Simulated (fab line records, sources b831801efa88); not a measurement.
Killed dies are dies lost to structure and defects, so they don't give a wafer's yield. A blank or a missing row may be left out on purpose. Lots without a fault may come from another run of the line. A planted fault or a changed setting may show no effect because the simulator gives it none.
Which tool did it? | flow sky130 | 10 lots, 30 wafers sampled, at 5 steps of a route of 708

WHAT THE GAUGES READ, wafer by wafer
SKY_CAP2M_RS_MEAS_03: measures by four-point-probe.
lot  | measured     | on            | CAP2M_TIN_RS (ohm/sq)
L264 | day 40 12:04 | film_metro-02 | 6.96 7.08 6.90
L265 | day 41 03:36 | film_metro-03 | 6.90 6.87 6.89
L266 | day 41 06:01 | film_metro-04 | 6.92 6.95 6.94
L268 | day 41 11:55 | film_metro-04 | 6.95 6.82 6.82
L270 | day 42 09:50 | film_metro-02 | 6.95 7.00 6.91
L274 | day 43 11:19 | film_metro-03 | 6.91 6.99 6.89
L277 | day 44 18:13 | film_metro-03 | 7.07 7.03 7.09
L281 | day 45 15:53 | film_metro-04 | 6.95 6.93 6.86
L280 | day 45 17:55 | film_metro-04 | 6.96 6.89 6.94
L282 | day 45 21:25 | film_metro-03 | 6.77 6.71 6.79

SKY_VIA4_BOW_MEAS_03.
lot  | measured     | on            | VIA4_BOW (um)
L264 | day 42 14:28 | film_metro-01 | 75 75 83
L265 | day 43 05:10 | film_metro-03 | 73 64 85
L266 | day 43 06:52 | film_metro-04 | 84 83 78
L268 | day 43 12:54 | film_metro-01 | 68 76 80
L270 | day 44 09:53 | film_metro-04 | 90 94 89
L274 | day 45 09:40 | film_metro-04 | 81 94 93
L277 | day 46 14:35 | film_metro-03 | 90 83 83
L281 | day 47 11:34 | film_metro-04 | 91 90 92
L280 | day 47 12:52 | film_metro-01 | 90 85 79
L282 | day 47 16:20 | film_metro-03 | 76 70 67

SKY_PASSIVATION_THK_MEAS_03.
lot  | measured     | on            | PASSIVATION_CVD_02_THK (nm)
L264 | day 44 14:56 | film_metro-01 | 523 536 532
L265 | day 45 02:59 | film_metro-01 | 532 541 547
L266 | day 45 05:50 | film_metro-02 | 535 536 549
L268 | day 45 11:54 | film_metro-02 | 549 538 547
L270 | day 46 05:59 | film_metro-03 | 538 533 542
L274 | day 47 03:34 | film_metro-03 | 530 529 456
L277 | day 48 08:06 | film_metro-02 | 547 538 545
L281 | day 49 02:40 | film_metro-02 | 549 550 550
L280 | day 49 04:56 | film_metro-01 | 531 541 553
L282 | day 49 07:20 | film_metro-02 | 535 543 547

WHICH TOOL RAN EACH LOT (tool, then ch and the chambers of the sampled wafers, then the start)
lot  | SKY_VIA4_SPUTTER_17          | SKY_PASSIVATION_CVD_02
L264 | pvd_sputter-02, day 43 14:01 | pecvd-02 ch 0,1,2, day 44 14:42
L265 | pvd_sputter-01, day 44 03:31 | pecvd-03 ch 0,2, day 45 02:44
L266 | pvd_sputter-02, day 44 05:41 | pecvd-04 ch 0,1,2, day 45 05:35
L268 | pvd_sputter-02, day 44 11:52 | pecvd-04 ch 0,1,2, day 45 11:46
L270 | pvd_sputter-04, day 45 07:56 | pecvd-02 ch 0,2, day 46 05:46
L274 | pvd_sputter-02, day 46 06:14 | pecvd-02 ch 0,1,2, day 47 03:20
L277 | pvd_sputter-02, day 47 10:55 | pecvd-03 ch 0,1,2, day 48 07:52
L281 | pvd_sputter-01, day 48 06:37 | pecvd-03 ch 0,1,2, day 49 02:25
L280 | pvd_sputter-01, day 48 08:54 | pecvd-03 ch 0,1,2, day 49 04:43
L282 | pvd_sputter-02, day 48 12:05 | pecvd-03 ch 0,1, day 49 07:05
- SKY_VIA4_SPUTTER_17: material TiN, target thk 20 nm, time 80 s.
- SKY_PASSIVATION_CVD_02: deposits Si3N4, target thk 540 nm.

WHAT THE TOOLS THEMSELVES READ (means of the sampled wafers that have a number; where no wafer has one, the mark that the record gives instead)
SKY_VIA4_SPUTTER_17.
lot  | tool           | cathode_dc_power_W (W) | throttle_valve_pct (%)
L264 | pvd_sputter-02 | 3999.2                 | 30.0
L265 | pvd_sputter-01 | 3999.7                 | 28.4
L266 | pvd_sputter-02 | 3999.5                 | 29.8
L268 | pvd_sputter-02 | 4000.1                 | 30.8
L270 | pvd_sputter-04 | 4000.6                 | 30.7
L274 | pvd_sputter-02 | 3999.0                 | 29.9
L277 | pvd_sputter-02 | 4000.4                 | 30.5
L281 | pvd_sputter-01 | 3999.4                 | 29.6
L280 | pvd_sputter-01 | 3999.7                 | 29.6
L282 | pvd_sputter-02 | 3999.7                 | 29.8

SKY_PASSIVATION_CVD_02.
lot  | tool     | heater_power_outer_w (W) | heater_power_w (W) | rf_fwd_power_W (W)
L264 | pecvd-02 | 457                      | 763                | 449.1
L265 | pecvd-03 | 432                      | 711                | 448.9
L266 | pecvd-04 | 384                      | 628                | 449.6
L268 | pecvd-04 | 351                      | 581                | 448.8
L270 | pecvd-02 | 426                      | 688                | 448.8
L274 | pecvd-02 | 462                      | 761                | 390.0
L277 | pecvd-03 | 479                      | 753                | 450.7
L281 | pecvd-03 | 473                      | 754                | 449.3
L280 | pecvd-03 | 464                      | 743                | 449.9
L282 | pecvd-03 | 465                      | 791                | 448.2

THE ANSWER, worked out from the rows above alone
Rule: what is usual is taken from the lots themselves. Put in order of their means at a reading, lots are off if they are a third of the lots or fewer, leave a main group of 4 or more, and stand apart from it by a gap of 3 or more times the standard deviation of the main group's means; of several such gaps the widest counts. A main group whose means are all the same, to the digits that the tables above print for the reading, isn't used. A lot without any number at a reading at which 4 lots or more have one is off too. The other lots that the step has rows for count as sound. The gauges are gone through in route order, then the tools' own readings, and for those a lot's mean is taken as printed above. The first step at which some lot is off is used, and at that step the reading that is off furthest; a lot without a number counts as furthest.
Off: L274, at SKY_PASSIVATION_THK_MEAS_03 (PASSIVATION_CVD_02_THK). The main group: mean 541 nm, standard deviation 5.
A tool fits if, at a process step before that reading, it ran every lot that is off, and no sound lot after the first of them. The gauges at SKY_PASSIVATION_THK_MEAS_03 aren't tried: what is off there is off at SKY_PASSIVATION_CVD_02 too, on other tools, and a gauge's error can't cause that. One fits: pecvd-02 at SKY_PASSIVATION_CVD_02. Its last sound lot is L270 (day 46 05:46), its first lot that is off L274 (day 47 03:20): a fault that began between those two fits.
The tool's own readings at SKY_PASSIVATION_CVD_02 bear it out: on the lots that are off they differ by more than 5 times the standard deviation of the sound lots' means. rf_fwd_power_W reads 390.0 W there against 449.3 W on the sound lots.

WHAT THE SIMULATOR HAD PUT IN
Process parameter drift: pecvd-02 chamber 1, from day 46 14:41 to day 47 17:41, at SKY_PASSIVATION_CVD_02. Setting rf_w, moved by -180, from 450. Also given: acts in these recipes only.
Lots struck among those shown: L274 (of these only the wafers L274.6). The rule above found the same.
